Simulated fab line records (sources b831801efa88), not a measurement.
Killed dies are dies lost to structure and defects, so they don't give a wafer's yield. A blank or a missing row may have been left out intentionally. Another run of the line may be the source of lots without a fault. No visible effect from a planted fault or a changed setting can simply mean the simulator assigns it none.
Problem report in the 8D (eight disciplines) form, filled by code | flow sky130 | the parts of the form that need people (team, actions taken, sign-off) are left out

## 1. WHAT IS WRONG
At SKY_METAL2_METAL_ETCH_19, oes-product-au averages 0.748 a.u. over 3 wafers from 2 lots, while fault-free wafers read 0.854 a.u., standard deviation 0.012. Measured from the usual mean, that is -8.8 standard deviations.
The step: etches the open film in Cl2/BCl3, stops on SiO2, target depth 360 nm, time 78 s.
First observed at day 41 02:06: wafer L671.4, on rie-metal-04. The record holds 33 wafers of 11 lots with a number at this step. Rule for "out", or "out of limits": more than 4 standard deviations from the usual mean. The other wafers with a number count as sound.

## 2. WHAT IT IS AND WHAT IT IS NOT
question                    | is                     | is not
which readings at this step | oes-product-au         | drypump-motor-current-A, throttle-valve-pct
which lots                  | L671, L673             | L652, L653, L654, L656, L660, L662, L663, L664, L667
which wafers of those lots  | L671.4, L673.1, L673.6 | L671.2, L671.3, L673.4
read on which tools         | rie-metal-04           | rie-metal-02, rie-metal-03
when                        | from day 41 02:06      | up to then (29 sound wafers); but 1 sound wafer of L673 came after

## 3. SUSPECTS, AND WHAT RULES EACH OUT
Counting: any tool at a process step up to the reading remains a suspect provided it ran every lot that is out. Sound lots after the first of them don't rule it out here, since some wafers of a struck lot are sound.
- rie-metal-04 at SKY_METAL2_DESCUM_17 (chemistry O2, time 8 s): kept. It ran every lot that is out, first L671 (day 41 02:00); its last sound lot up to then is L667 (day 39 23:51).
- rie-metal-04 at SKY_METAL2_METAL_ETCH_19 (etches the open film in Cl2/BCl3, stops on SiO2, target depth 360 nm, time 78 s): kept. It ran every lot that is out, first L671 (day 41 02:06); its last sound lot up to then is L667 (day 39 23:58). Its own oes-product-au readings are out on those wafers.
- At SKY_METAL2_DESCUM_17 on rie-metal-04, chamber 0 took the sound wafers of the same lots and chamber 1 took the wafers that are out.
- At SKY_METAL2_METAL_ETCH_19 on rie-metal-04, chamber 0 took the sound wafers of the same lots and chamber 1 took the wafers that are out.
The count leaves rie-metal-04 at SKY_METAL2_METAL_ETCH_19 and rie-metal-04 at SKY_METAL2_DESCUM_17.

## 4. THE CAUSE (what the simulator had put in)
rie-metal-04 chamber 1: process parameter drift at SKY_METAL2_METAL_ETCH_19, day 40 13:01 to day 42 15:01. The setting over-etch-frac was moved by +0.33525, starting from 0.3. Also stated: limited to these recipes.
After counting, 2 suspects remain, this tool included.

## 5. THE EFFECT CHAIN, in route order
Rows list readings where the struck wafers' mean (over those with a number) sits beyond 3 standard deviations from the usual. Only readings for which the record gives a usual standard deviation are gone through. hours: the time from each lot's start at the first step in this table that gives one to its start at this step, as a median over the lots. sigmas: the change in usual standard deviations.
hours | step                     | reading                  | usual      | on struck wafers | change | sigmas
0     | SKY_METAL2_METAL_ETCH_19 | oes-product-au           | 0.854 a.u. | 0.748            | -0.106 | -8.8
0     | SKY_METAL2_STRIP_20      | oes-product-au           | 0.344 a.u. | 0.312            | -0.032 | -7.2
0     | SKY_METAL2_STRIP_20      | strip-time-to-endpoint-s | 2.70 s     | 1.98             | -0.72  | -20
Process steps it contains:
- SKY_METAL2_METAL_ETCH_19: etches the open film in Cl2/BCl3, stops on SiO2, target depth 360 nm, time 78 s.
- SKY_METAL2_STRIP_20: strips in O2/N2.

## 6. HOW IT WOULD HAVE BEEN CAUGHT EARLIER
13 hours passed between the start of the fault at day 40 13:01 and the first reading out of limits in this record, taken at day 41 02:06.
